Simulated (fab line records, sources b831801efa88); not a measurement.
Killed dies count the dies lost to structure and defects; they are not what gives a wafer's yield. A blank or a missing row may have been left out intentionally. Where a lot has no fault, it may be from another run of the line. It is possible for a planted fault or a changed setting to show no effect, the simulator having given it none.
Matching of chambers | flow gf180mcu | 4 sister chambers for GF_CONTACT_CMP_27 on cmp-02
The step polishes, stops on SiO2, t overpolish 15 s, target thk 0 nm. 16 wafers are shown with their chamber, then 8 later ones without.

WAFERS WITH THEIR CHAMBER
wafer  | chamber | timeToEndpointS (s) | motorCurrentA (A) | overpolishRunS (s)
L867.1 | 2       | 73                  | 10.7              | 14.992
L867.2 | 3       | 79                  | 11.5              | 15.020
L867.6 | 3       | 77                  | 11.8              | 15.008
L875.1 | 2       | 73                  | 10.3              | 15.003
L875.4 | 3       | 75                  | 11.7              | 15.009
L875.6 | 2       | 71                  | 10.6              | 14.995
L876.2 | 3       | 79                  | 11.9              | 14.998
L876.4 | 2       | 74                  | 10.5              | 15.003
L876.5 | 3       | 78                  | 11.5              | 14.991
L879.3 | 0       | 70                  | 10.1              | 15.012
L879.4 | 3       | 79                  | 11.6              | 15.005
L879.6 | 3       | 77                  | 10.9              | 15.007
L882.1 | 1       | 78                  | 11.4              | 14.996
L882.2 | 3       | 80                  | 11.7              | 15.016
L882.3 | 2       | 76                  | 10.4              | 15.012
L883.3 | 1       | 80                  | 10.8              | 15.000

SIGNATURES, as means of the wafers listed above
reading         | chamber 0 | chamber 1 | chamber 2 | chamber 3 | scatter within a chamber
timeToEndpointS | 70.00     | 79.00     | 73.40     | 78.00     | 1.66
motorCurrentA   | 10.100    | 11.100    | 10.500    | 11.575    | 0.279
overpolishRunS  | 15.01200  | 14.99800  | 15.00100  | 15.00675  | 0.00841
Rule: for each reading, subtract the chamber's mean from the wafer's reading, divide by that reading's scatter and square the result; add these up over the readings and take the root, which gives the wafer's distance from the chamber. The wafer belongs to the nearest chamber; if the next one is less than 2 further off, it can't be placed. How the scatter is found: for the shown wafers, subtract from each reading the mean of its chamber, square and add these, divide the total by (wafers less chambers), then take the root.

WAFERS WITH NO CHAMBER GIVEN
wafer  | timeToEndpointS (s) | motorCurrentA (A) | overpolishRunS (s)
L883.4 | 78                  | 11.7              | 15.003
L883.5 | 78                  | 11.8              | 14.992
L885.1 | 75                  | 11.4              | 14.998
L885.4 | 74                  | 10.9              | 15.011
L885.6 | 68                  | 10.0              | 15.000
L887.1 | 72                  | 10.1              | 14.998
L887.2 | 72                  | 10.2              | 14.994
L887.3 | 69                  | 10.7              | 15.013

WHICH CHAMBER EACH WENT THROUGH
wafer  | from the rows above               | in truth
L883.4 | can't be placed: 3 or 1           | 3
L883.5 | can't be placed: 3 or 1           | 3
L885.1 | can't be placed: 3 or 1 or 2      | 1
L885.4 | can't be placed: 2 or 3 or 1 or 0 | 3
L885.6 | can't be placed: 0 or 2           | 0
L887.1 | can't be placed: 2 or 0           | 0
L887.2 | can't be placed: 2 or 0           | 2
L887.3 | can't be placed: 0 or 2           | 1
0 of 8 placed correctly. Not placeable from these rows: 8 (in 7, the candidates include the true chamber). Placed wrongly: 0.
